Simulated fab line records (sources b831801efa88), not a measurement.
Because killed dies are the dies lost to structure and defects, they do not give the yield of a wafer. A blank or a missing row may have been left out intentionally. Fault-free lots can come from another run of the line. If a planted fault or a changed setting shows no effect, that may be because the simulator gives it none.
Which tool was responsible? || flow gf180mcu || 6 lots with 18 wafers sampled at 2 steps, on a route of 602 steps

## WHAT THE GAUGES SHOWED, per wafer
GF_PSD_CD_MEAS_07: target cd 400 nm.
{"lot": "L298", "measured": "day 14 18:47", "on": "cd sem-02", "cd nm (nm)": "399.5 396.4 397.0"}
{"lot": "L300", "measured": "day 15 09:25", "on": "cd sem-01", "cd nm (nm)": "398.1 399.6 400.8"}
{"lot": "L302", "measured": "day 15 20:33", "on": "cd sem-01", "cd nm (nm)": "396.9 398.4 397.7"}
{"lot": "L309", "measured": "day 18 14:16", "on": "cd sem-02", "cd nm (nm)": "398.0 399.1 400.4"}
{"lot": "L315", "measured": "day 20 21:43", "on": "cd sem-02", "cd nm (nm)": "394.5 393.2 392.6"}
{"lot": "L317", "measured": "day 21 07:44", "on": "cd sem-02", "cd nm (nm)": "399.7 400.4 399.5"}

## WHAT TOOL EACH LOT RAN ON (gives the tool, then ch and the chambers of the sampled wafers, and finally the start)
{"lot": "L298", "GF_PSD_DEVELOP_06": "litho track-01 ch 0, day 14 18:38"}
{"lot": "L300", "GF_PSD_DEVELOP_06": "litho track-01 ch 0, day 15 09:17"}
{"lot": "L302", "GF_PSD_DEVELOP_06": "litho track-04 ch 0, day 15 20:24"}
{"lot": "L309", "GF_PSD_DEVELOP_06": "litho track-01 ch 0, day 18 14:07"}
{"lot": "L315", "GF_PSD_DEVELOP_06": "litho track-01 ch 0, day 20 21:34"}
{"lot": "L317", "GF_PSD_DEVELOP_06": "litho track-02 ch 0, day 21 07:35"}
- GF_PSD_DEVELOP_06: develop time 60 s.

## THE ANSWER, worked out from the rows above alone
Rule: what is usual is taken from the lots themselves. Put in order of their means at a reading, lots are off if they are a third of the lots or fewer, leave a main group of 4 or more, and stand apart from it by a gap of 3 or more times the standard deviation of the main group's means; of several such gaps the widest counts. A main group whose means are all the same, to the digits that the tables above print for the reading, isn't used. Also off: a lot with no number at a reading for which 4 or more lots have one. All remaining lots with rows at the step are treated as sound.
Off at GF_PSD_CD_MEAS_07 (cd nm): L315. The main group has a mean of 398.8 nm with a standard deviation of 0.94.
If a tool, at a process step before that reading, ran all the lots that are off and no sound lot after the first of them, it fits. Gauges at GF_PSD_CD_MEAS_07: tried the same way as those tools. One fits: GF_PSD_DEVELOP_06 on litho track-01. Its last sound lot is L309 (day 18 14:07), its first lot that is off L315 (day 20 21:34): a fault that began between those two fits.

## WHAT THE SIMULATOR HAD INSERTED
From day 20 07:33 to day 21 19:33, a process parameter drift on litho track-01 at GF_PSD_DEVELOP_06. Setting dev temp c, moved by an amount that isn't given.
Struck lots among those shown: L315. Same finding as the rule above.
